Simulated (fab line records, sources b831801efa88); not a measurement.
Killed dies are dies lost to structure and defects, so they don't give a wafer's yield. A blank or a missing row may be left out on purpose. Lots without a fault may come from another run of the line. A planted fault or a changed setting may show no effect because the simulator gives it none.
Tool commonality check | flow gf180mcu | 12 lots, 36 wafers sampled

WHY IT WAS OPENED
At GF_HV_LDD_TW_MEAS_23 the reading HV_LDD_2_TW is flagged on 1 of 12 lots. Wafers without a fault read 1066, standard deviation 17.
Rule: a lot is flagged when every wafer of it that has a number lies more than 4 standard deviations from that mean, or none has a number. The other lots count as sound.

lot  | measured     | on            | HV_LDD_2_TW, wafer by wafer | flag
L490 | day 11 10:50 | film_metro-02 | 1038 1048 1042              |
L496 | day 13 09:02 | film_metro-01 | 1057 1064 1061              |
L498 | day 14 04:37 | film_metro-02 | 29 29 29                    | FLAGGED
L499 | day 14 06:11 | film_metro-01 | 1068 1068 1069              |
L503 | day 15 15:09 | film_metro-01 | 1065 1068 1072              |
L504 | day 15 20:45 | film_metro-02 | 1048 1046 1049              |
L505 | day 16 02:49 | film_metro-03 | 1087 1087 1089              |
L506 | day 16 09:40 | film_metro-02 | 1051 1043 1050              |
L507 | day 16 19:01 | film_metro-01 | 1068 1061 1059              |
L509 | day 17 11:30 | film_metro-01 | 1070 1066 1068              |
L510 | day 17 21:25 | film_metro-03 | 1085 1088 1093              |
L511 | day 18 02:59 | film_metro-02 | 1048 1047 1048              |
The numbers of the flagged lots are 29 on average: -1037 against the usual, or -61 standard deviations.

WHICH TOOL RAN EACH LOT
The record holds 2 process steps before the reading, out of a route of 602 steps. In each cell: the tool, then ch and the chambers that the sampled wafers went through, then the start.
lot  | flag    | GF_STI_ETCH_13                    | GF_HV_LDD_EXPOSE_16
L490 |         | rie_diel-03 ch 0,1,2, day 2 11:17 | iline_stepper-01 ch 0, day 11 01:07
L496 |         | rie_diel-02 ch 1,2,3, day 3 18:56 | iline_stepper-01 ch 0, day 12 22:21
L498 | FLAGGED | rie_diel-02 ch 0,2,3, day 4 04:59 | iline_stepper-02 ch 0, day 13 17:49
L499 |         | rie_diel-02 ch 0,1, day 4 10:20   | iline_stepper-02 ch 0, day 13 19:30
L503 |         | rie_diel-03 ch 0,2,3, day 5 06:38 | iline_stepper-02 ch 0, day 15 03:45
L504 |         | rie_diel-03 ch 1,2, day 5 11:53   | iline_stepper-02 ch 0, day 15 09:55
L505 |         | rie_diel-02 ch 1,2,3, day 5 16:53 | iline_stepper-01 ch 0, day 15 15:28
L506 |         | rie_diel-02 ch 0,2,3, day 5 21:14 | iline_stepper-02 ch 0, day 15 22:19
L507 |         | rie_diel-03 ch 0,1,3, day 6 04:59 | iline_stepper-01 ch 0, day 16 07:34
L509 |         | rie_diel-04 ch 0,1,3, day 6 15:59 | iline_stepper-02 ch 0, day 16 23:54
L510 |         | rie_diel-02 ch 0,1, day 6 19:38   | iline_stepper-01 ch 0, day 17 09:45
L511 |         | rie_diel-02 ch 0,3, day 7 00:29   | iline_stepper-02 ch 0, day 17 15:31
What these steps do:
- GF_STI_ETCH_13: etches the open film in CHF3/O2, stops on Si, target depth 282.31 nm, time 112.9 s.
- GF_HV_LDD_EXPOSE_16: exposes mask Pplus LV AREA, target cd 400 nm.
- GF_HV_LDD_TW_MEAS_23

FLAGGED OVER TOTAL, TOOL BY TOOL (the gauges that took the reading come last)
step                 | tool             | lots run | flagged | share of the flagged lots | sound lots run after its first flagged lot
GF_STI_ETCH_13       | rie_diel-02      | 7        | 1       | all                       | 5 (L499,L505,L506,L510,L511)
GF_STI_ETCH_13       | rie_diel-03      | 4        | 0       | none                      | -
GF_STI_ETCH_13       | rie_diel-04      | 1        | 0       | none                      | -
GF_HV_LDD_EXPOSE_16  | iline_stepper-01 | 5        | 0       | none                      | -
GF_HV_LDD_EXPOSE_16  | iline_stepper-02 | 7        | 1       | all                       | 6 (L499,L503,L504,L506,L509,L511)
GF_HV_LDD_TW_MEAS_23 | film_metro-01    | 5        | 0       | none                      | -
GF_HV_LDD_TW_MEAS_23 | film_metro-02    | 5        | 1       | all                       | 3 (L504,L506,L511)
GF_HV_LDD_TW_MEAS_23 | film_metro-03    | 2        | 0       | none                      | -

WHAT THE TABLE ALLOWS
3 rows of the table ran every flagged lot: rie_diel-02 at GF_STI_ETCH_13, iline_stepper-02 at GF_HV_LDD_EXPOSE_16, film_metro-02 at GF_HV_LDD_TW_MEAS_23.
- rie_diel-02 at GF_STI_ETCH_13: 1 of its 7 lots flagged. Sound lots ran on it after the first flagged one (L499, L505, L506, L510, L511), which a lasting fault on the whole tool wouldn't allow.
- iline_stepper-02 at GF_HV_LDD_EXPOSE_16: 1 of its 7 lots flagged. Sound lots ran on it after the first flagged one (L499, L503, L504, L506, L509, L511), which a lasting fault on the whole tool wouldn't allow.
- film_metro-02 at GF_HV_LDD_TW_MEAS_23: 1 of its 5 lots flagged. Sound lots ran on it after the first flagged one (L504, L506, L511), which a lasting fault on the whole tool wouldn't allow.
No row of the table ran every flagged lot and no sound lot after the first.

WHAT THE SIMULATOR HAD PUT IN
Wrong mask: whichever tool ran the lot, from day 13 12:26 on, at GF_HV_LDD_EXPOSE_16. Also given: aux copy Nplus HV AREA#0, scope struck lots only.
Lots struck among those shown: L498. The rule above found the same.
